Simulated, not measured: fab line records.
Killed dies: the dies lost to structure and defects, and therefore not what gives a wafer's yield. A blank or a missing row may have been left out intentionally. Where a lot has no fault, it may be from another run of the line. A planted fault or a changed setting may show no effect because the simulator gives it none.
The tool behind it: which one?	flow sky130	33 wafers from 11 lots sampled at 3 of the route's 708 steps

## WHAT EACH GAUGE READ, for each wafer
SKY_SD_N_RS_MEAS_17: a four-point-probe measurement.
lot	measured	on	SD_P_RS (ohm/sq)
L825	day 27 10:44	filmMetro-02	147.6 147.2 147.2
L826	day 27 22:31	filmMetro-02	146.9 147.3 147.3
L831	day 29 19:22	filmMetro-03	147.4 146.9 147.4
L836	day 31 13:42	filmMetro-02	147.2 147.4 147.0
L837	day 31 22:09	filmMetro-01	146.8 146.9 147.0
L838	day 31 23:16	filmMetro-01	146.9 147.1 147.1
L842	day 33 15:08	filmMetro-02	147.3 147.2 146.8
L843	day 33 15:26	filmMetro-01	147.4 147.6 147.7
L845	day 34 11:34	filmMetro-03	145.9 146.8 146.5
L847	day 34 19:30	filmMetro-01	146.7 146.8 146.0
L848	day 35 11:08	filmMetro-03	146.4 146.8 146.7

## TOOL THAT RAN EACH LOT (tool first, then ch and the chambers of the sampled wafers, then the start)
lot	SKY_FIELD_ISO_WET_ETCH_30	SKY_PWDE_STRIP_09
L825	wetBench-03 ch 2, day 2 12:13	plasmaAsher-02 ch 0,1, day 3 20:46
L826	wetBench-02 ch 0, day 2 17:52	plasmaAsher-01 ch 0,1, day 4 04:28
L831	wetBench-02 ch 1, day 3 18:15	plasmaAsher-03 ch 0,1, day 5 05:16
L836	wetBench-02 ch 3, day 4 21:16	plasmaAsher-03 ch 0,1, day 6 11:28
L837	wetBench-03 ch 2, day 5 02:56	plasmaAsher-02 ch 0,1, day 6 17:54
L838	wetBench-03 ch 3, day 5 07:08	plasmaAsher-02 ch 0,1, day 6 21:24
L842	wetBench-03 ch 2, day 6 04:01	plasmaAsher-02 ch 0,1, day 7 21:28
L843	wetBench-03 ch 1, day 6 07:47	plasmaAsher-02 ch 0,1, day 8 01:13
L845	wetBench-04 ch 3, day 6 19:02	plasmaAsher-01 ch 0,1, day 8 11:42
L847	wetBench-03 ch 1, day 7 07:44	plasmaAsher-03 ch 0,1, day 9 00:22
L848	wetBench-02 ch 1, day 7 14:01	plasmaAsher-03 ch 0,1, day 9 09:28
- SKY_FIELD_ISO_WET_ETCH_30: etches SiO2 in dHF, target depth 25 nm, time 50 s.
- SKY_PWDE_STRIP_09: strips in O2/N2.

## AS READ BY THE TOOLS THEMSELVES (means over the sampled wafers that have a number; for cases with no such wafer, the mark the record gives instead)
SKY_FIELD_ISO_WET_ETCH_30.
lot	tool	bathHeatDutyPct (%)	tempC (C)
L825	wetBench-03	7.1	24.97
L826	wetBench-02	6.7	25.03
L831	wetBench-02	0.0	15.07
L836	wetBench-02	0.0	15.09
L837	wetBench-03	7.4	24.95
L838	wetBench-03	5.7	25.11
L842	wetBench-03	7.0	24.96
L843	wetBench-03	5.0	25.05
L845	wetBench-04	7.0	24.97
L847	wetBench-03	5.2	24.99
L848	wetBench-02	7.2	25.14

SKY_PWDE_STRIP_09.
lot	tool	drypumpMotorCurrentA (A)	oesProductAu (a.u.)	stripTimeToEndpointS (s)
L825	plasmaAsher-02	5.64	0.721	36.74
L826	plasmaAsher-01	5.78	0.720	37.02
L831	plasmaAsher-03	5.66	0.721	36.88
L836	plasmaAsher-03	5.66	0.723	36.99
L837	plasmaAsher-02	5.64	0.726	36.90
L838	plasmaAsher-02	5.64	0.721	36.96
L842	plasmaAsher-02	5.63	0.715	36.80
L843	plasmaAsher-02	5.65	0.728	37.02
L845	plasmaAsher-01	5.78	0.722	36.91
L847	plasmaAsher-03	5.65	0.719	36.98
L848	plasmaAsher-03	5.77	0.725	36.94

## THE ANSWER, worked out from the rows above alone
Rule: the lots themselves supply what counts as usual. The widest of any qualifying gaps counts: lots, ordered by their means at a reading, are off when they make up no more than a third of the lots, leave a main group of 4 or more, and stand apart from it by 3 or more times the standard deviation of that group's means. A main group whose means are all the same, to the digits that the tables above print for the reading, isn't used. Also off: a lot with no number at a reading for which 4 or more lots have one. All remaining lots with rows at the step are treated as sound. Order of review: gauges by route order, followed by the tools' own readings, for which a lot's mean as printed above is used. The first step at which some lot is off is used, and at that step the reading that is off furthest; a lot without a number counts as furthest.
Off: L831, L836 (SKY_FIELD_ISO_WET_ETCH_30, tempC). The main group has a mean of 25.02 C with a standard deviation of 0.065.
If a tool, at that step or one of the process steps before it, ran each lot that is off and ran no sound lot following the first of them, it fits. Of those tried, none fits.

## WHAT THE SIMULATOR PUT IN
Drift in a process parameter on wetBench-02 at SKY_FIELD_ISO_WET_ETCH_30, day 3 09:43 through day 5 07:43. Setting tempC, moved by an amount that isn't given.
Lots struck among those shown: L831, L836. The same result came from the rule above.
